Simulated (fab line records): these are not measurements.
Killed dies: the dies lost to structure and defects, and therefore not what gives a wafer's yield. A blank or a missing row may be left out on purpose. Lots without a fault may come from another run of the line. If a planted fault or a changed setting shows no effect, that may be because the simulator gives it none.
What tool caused it?    flow gf180mcu    36 wafers from 12 lots sampled at 6 of the route's 602 steps

== WHAT THE GAUGES READ, wafer by wafer ==
GF_V5_CD_MEAS_14: the cd target is 260 nm. Usual: cd-nm at 260.0 nm, with a standard deviation of 1.1.
lot   measured      on         cd-nm (nm)         flag
L886  day 27 11:21  cd-sem-01  260.3 259.0 260.3  
L887  day 27 19:46  cd-sem-02  260.6 260.5 260.1  
L888  day 28 12:14  cd-sem-02  259.9 259.9 259.6  
L890  day 29 02:11  cd-sem-01  260.3 259.8 260.9  
L891  day 29 06:10  cd-sem-02  258.6 257.4 258.9  
L894  day 30 01:58  cd-sem-02  259.6 259.8 260.0  
L896  day 30 19:14  cd-sem-01  256.8 258.4 257.4  
L897  day 30 19:34  cd-sem-01  260.9 260.9 258.5  
L898  day 31 05:00  cd-sem-01  261.4 261.0 260.7  
L904  day 32 19:20  cd-sem-02  259.4 259.9 260.7  
L906  day 33 05:50  cd-sem-02  261.0 259.8 259.0  
L907  day 33 06:28  cd-sem-02  259.6 259.3 259.1  

GF_V5_OVL_MEAS_15. Usual: V5_OVL gives 0 nm (standard deviation 5.2).
lot   measured      on          V5_OVL (nm)  flag
L886  day 27 11:28  overlay-01  4 -3 0       
L887  day 27 19:53  overlay-01  4 1 -10      
L888  day 28 12:21  overlay-02  4 5 5        
L890  day 29 02:18  overlay-02  2 -5 0       
L891  day 29 06:16  overlay-01  -5 -6 -10    
L894  day 30 02:05  overlay-01  -4 2 0       
L896  day 30 19:19  overlay-01  -4 0 -9      
L897  day 30 19:41  overlay-01  0 2 3        
L898  day 31 05:07  overlay-01  -1 4 -2      
L904  day 32 19:27  overlay-01  -1 1 -3      
L906  day 33 05:57  overlay-01  -2 0 6       
L907  day 33 06:35  overlay-01  -7 -3 -3     

GF_V5_THK_MEAS_25: measures by xrf. Usual: V5_W_THK gives 350 nm (standard deviation 6.4).
lot   measured      on             V5_W_THK (nm)  flag
L886  day 27 12:32  film-metro-03  350 347 355    
L887  day 27 21:01  film-metro-02  359 359 356    
L888  day 28 13:26  film-metro-04  338 345 337    
L890  day 29 03:23  film-metro-02  349 356 351    
L891  day 29 07:22  film-metro-03  351 352 352    
L894  day 30 03:09  film-metro-02  360 354 360    
L896  day 30 20:22  film-metro-04  337 339 343    
L897  day 30 20:45  film-metro-03  345 345 343    
L898  day 31 06:10  film-metro-03  353 352 346    
L904  day 32 20:31  film-metro-02  354 359 356    
L906  day 33 07:01  film-metro-03  349 347 350    
L907  day 33 07:39  film-metro-02  356 360 360    

GF_TOP_METAL_RS_MEAS_05: measurement is done with a four-point probe. Usual: TOP_METAL_ALCU_RS gives 0.0330 ohm/sq (standard deviation 0.00033).
lot   measured      on             TOP_METAL_ALCU_RS (ohm/sq)                 flag
L886  day 27 13:07  film-metro-04  0.0328 0.0325 0.0328                       
L887  day 27 21:35  film-metro-04  0.0329 0.0333 0.0334                       
L888  day 28 14:01  film-metro-03  0.0329 0.0332 0.0330                       
L890  day 29 04:01  film-metro-04  0.0327 0.0331 0.0332                       
L891  day 29 07:58  film-metro-04  0.0331 0.0329 0.0331                       
L894  day 30 03:44  film-metro-03  0.0330 0.0332 0.0330                       
L896  day 30 20:59  film-metro-04  0.0333 0.0335 0.0333                       
L897  day 30 21:20  film-metro-03  0.0334 0.0335 0.0331                       
L898  day 31 06:47  film-metro-03  0.0332 0.0330 0.0334                       
L904  day 32 21:06  film-metro-03  0.0387 0.0390 0.0388 0.0387 0.0390 0.0388  OFF
L906  day 33 07:35  film-metro-04  0.0399 0.0398 0.0399 0.0399 0.0398 0.0399  OFF
L907  day 33 08:14  film-metro-03  0.0327 0.0332 0.0333                       

GF_TOP_METAL_THK_MEAS_06: measures by xrf. Usual: TOP_METAL_ALCU_THK gives 881 nm (standard deviation 9.9).
lot   measured      on             TOP_METAL_ALCU_THK (nm)  flag
L886  day 27 13:14  film-metro-04  889 896 891              
L887  day 27 21:43  film-metro-04  891 883 880              
L888  day 28 14:08  film-metro-03  881 867 877              
L890  day 29 04:07  film-metro-04  891 883 881              
L891  day 29 08:04  film-metro-04  885 891 883              
L894  day 30 03:51  film-metro-03  881 876 878              
L896  day 30 21:04  film-metro-04  872 870 872              
L897  day 30 21:27  film-metro-03  869 866 877              
L898  day 31 06:53  film-metro-03  872 877 870              
L904  day 32 22:43  film-metro-03  747 739 748 749 744 747  OFF
L906  day 33 10:18  film-metro-04  735 735 737 734 737 734  OFF
L907  day 33 08:21  film-metro-03  875 865 862              

== TOOL THAT RAN EACH LOT (tool first, then ch and the chambers of the sampled wafers, then the start) ==
lot   GF_TOP_METAL_SPUTTER_02
L886  pvd-sputter-04, day 27 13:01
L887  pvd-sputter-01, day 27 21:30
L888  pvd-sputter-01, day 28 13:56
L890  pvd-sputter-04, day 29 03:54
L891  pvd-sputter-02, day 29 07:50
L894  pvd-sputter-01, day 30 03:38
L896  pvd-sputter-02, day 30 20:50
L897  pvd-sputter-04, day 30 21:14
L898  pvd-sputter-01, day 31 06:40
L904  pvd-sputter-02, day 32 21:01
L906  pvd-sputter-02, day 33 07:30
L907  pvd-sputter-04, day 33 08:08
- GF_TOP_METAL_SPUTTER_02: material AlCu, target thk 900 nm, time 47.82 s.

== WHAT THE TOOLS THEMSELVES READ (means of the sampled wafers that have a number; where no wafer has one, the mark that the record gives instead) ==
GF_TOP_METAL_SPUTTER_02. Usual: cathode-dc-power-W 10600 W, standard deviation 2; throttle-valve-pct 29.8 %, standard deviation 0.8.
lot   tool            cathode-dc-power-W (W)  throttle-valve-pct (%)  flag
L886  pvd-sputter-04  10601                   29.7                    
L887  pvd-sputter-01  10600                   30.1                    
L888  pvd-sputter-01  10600                   29.4                    
L890  pvd-sputter-04  10602                   29.2                    
L891  pvd-sputter-02  10601                   29.3                    
L894  pvd-sputter-01  10601                   29.4                    
L896  pvd-sputter-02  10600                   29.7                    
L897  pvd-sputter-04  10599                   29.2                    
L898  pvd-sputter-01  10598                   29.6                    
L904  pvd-sputter-02  9028                    29.6                    OFF
L906  pvd-sputter-02  9025                    29.7                    OFF
L907  pvd-sputter-04  10601                   30.3                    

== THE ANSWER, worked out from the rows above alone ==
Rule: a lot is off if the mean of its wafers that have a number lies more than 3 standard deviations from the usual mean. A lot without any number at a reading at which 4 lots or more have one is off too. Where the step has rows for the other lots, those lots are counted as sound. The gauges are gone through in route order, then the tools' own readings, and for those a lot's mean is taken as printed above. At the first step where some lot is off, the reading lying furthest off is the one used; lots without a number count as furthest.
Off: L904, L906, seen at GF_TOP_METAL_RS_MEAS_05 (TOP_METAL_ALCU_RS).
A tool fits if, at a process step before that reading, it ran every lot that is off, and no sound lot after the first of them. Not tried: the gauges at GF_TOP_METAL_RS_MEAS_05; whatever is off there is also off at GF_TOP_METAL_SPUTTER_02, on other tools, and gauge error can't account for it. One fits: pvd-sputter-02 at GF_TOP_METAL_SPUTTER_02. Its last sound lot is L896 (day 30 20:50), its first lot that is off L904 (day 32 21:01): a fault that began between those two fits.
The tool's own readings at GF_TOP_METAL_SPUTTER_02 bear it out: on the lots that are off they differ by more than 5 times the standard deviation of the sound lots' means. cathode-dc-power-W reads 9026 W there against 10600 W on the sound lots.

== WHAT THE SIMULATOR HAD PUT IN ==
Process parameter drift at GF_TOP_METAL_SPUTTER_02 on pvd-sputter-02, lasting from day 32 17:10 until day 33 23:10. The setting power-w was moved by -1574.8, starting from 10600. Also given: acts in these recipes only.
Struck lots among those shown: L904, L906. This agrees with what the rule above found.
